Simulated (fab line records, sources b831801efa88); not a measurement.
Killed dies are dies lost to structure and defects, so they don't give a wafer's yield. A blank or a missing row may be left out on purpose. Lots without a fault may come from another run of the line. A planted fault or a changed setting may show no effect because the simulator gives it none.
Chamber matching | flow sky130 | SKY_VIA1_CMP_24 on cmp-01: 4 sister chambers
The step polishes, stops on SiO2, t overpolish 15 s, target thk 0 nm. 4 wafers are shown with their chamber, then 7 later ones without.

WAFERS WITH THEIR CHAMBER
wafer  | chamber | motor_current_A (A)
L730.1 | 0       | 11.7
L730.5 | 3       | 11.2
L732.1 | 2       | 12.3
L732.3 | 1       | 11.2

WAFERS WITHOUT THEIR CHAMBER
wafer  | motor_current_A (A)
L732.6 | 11.2
L739.1 | 11.6
L739.2 | 11.7
L739.4 | 11.6
L744.3 | 11.4
L744.4 | 11.5
L744.5 | 11.4

WHICH CHAMBER EACH WENT THROUGH
wafer  | from the rows above          | in truth
L732.6 | can't be placed: 1 or 3      | 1
L739.1 | 0                            | 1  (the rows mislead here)
L739.2 | 0                            | 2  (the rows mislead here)
L739.4 | 0                            | 0
L744.3 | can't be placed: 1 or 3 or 0 | 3
L744.4 | can't be placed: 0 or 1 or 3 | 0
L744.5 | can't be placed: 1 or 3 or 0 | 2
Placed correctly: 1 of 7. Can't be placed from these rows: 4 (the true chamber is among the candidates in 3). Placed wrongly: 2.
How it was worked out, from the rows above alone: a wafer's distance from a chamber is the root of the sum, over the readings, of the square of ((its reading less the chamber's mean) divided by the reading's scatter). The wafer belongs to the nearest chamber; if the next one is less than 2 further off, it can't be placed. A chamber's mean is the mean of its shown wafers. The scatter: with one shown wafer a chamber, the root of the mean of the squares of how far each hidden wafer lies from its nearest shown one.
